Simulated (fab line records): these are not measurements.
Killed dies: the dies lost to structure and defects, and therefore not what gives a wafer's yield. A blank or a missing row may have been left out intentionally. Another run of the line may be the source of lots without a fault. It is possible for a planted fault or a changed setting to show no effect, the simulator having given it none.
One fault through the eyes of 2 desks || flow sfq_line || numbers are kept per desk, each desk with only its own; the story behind them comes last

FOR THE TOOL OWNER'S DESK: cmp-02
The tool's own readings at SFQ_TRILAYER_I4_CMP_CMP_100 (polishes SiO2): means of the sampled wafers that have a number, for each lot that ran on this tool. If a lot's mean is further than 4 standard deviations from the usual mean, the lot is out of limits and carries the mark OUT (the distance appears in the brackets).
Columns: A = motor_current_A at SFQ_TRILAYER_I4_CMP_CMP_100, usual 10.3 A; B = time_to_endpoint_s at SFQ_TRILAYER_I4_CMP_CMP_100, usual 210 s
{"lot": "L932", "first seen here": "day 56 18:04", "A": 10.9, "B": 213}
{"lot": "L938", "first seen here": "day 58 16:05", "A": 10.0, "B": 213}
{"lot": "L940", "first seen here": "day 59 14:35", "A": 9.7, "B": 214}
{"lot": "L942", "first seen here": "day 60 05:25", "A": 10.3, "B": 211}
{"lot": "L954", "first seen here": "day 63 17:31", "A": 10.0, "B": 233}
This desk found nothing out of limits on any of the 5 lots.

AT THE METROLOGY DESK
Lot by lot, what the gauges showed, no matter which tool ran the lot: averages of those sampled wafers that carry a number. If a lot's mean is further than 4 standard deviations from the usual mean, the lot is out of limits and carries the mark OUT (the distance appears in the brackets).
Columns: A = M4_OVL at SFQ_M4_OVL_MEAS_926, usual 1 nm
{"lot": "L932", "first seen here": "day 56 16:49", "A": 1}
{"lot": "L934", "first seen here": "day 57 06:01", "A": 1}
{"lot": "L935", "first seen here": "day 57 21:37", "A": -6}
{"lot": "L937", "first seen here": "day 58 08:25", "A": -1}
{"lot": "L938", "first seen here": "day 58 13:13", "A": 12}
{"lot": "L939", "first seen here": "day 58 22:49", "A": -4}
{"lot": "L940", "first seen here": "day 59 12:02", "A": 5}
{"lot": "L941", "first seen here": "day 59 23:00", "A": 1}
{"lot": "L942", "first seen here": "day 60 03:48", "A": 7}
{"lot": "L943", "first seen here": "day 60 14:11", "A": 1}
{"lot": "L946", "first seen here": "day 61 12:59", "A": 4}
{"lot": "L953", "first seen here": "day 63 04:35", "A": 6}
{"lot": "L954", "first seen here": "day 63 15:23", "A": -7}
This desk found nothing out of limits on any of the 13 lots.

BROUGHT TOGETHER
The tool owner's desk saw nothing out of limits.
Metrology desk: nothing out of limits seen.

WHAT THE SIMULATOR HAD INSERTED
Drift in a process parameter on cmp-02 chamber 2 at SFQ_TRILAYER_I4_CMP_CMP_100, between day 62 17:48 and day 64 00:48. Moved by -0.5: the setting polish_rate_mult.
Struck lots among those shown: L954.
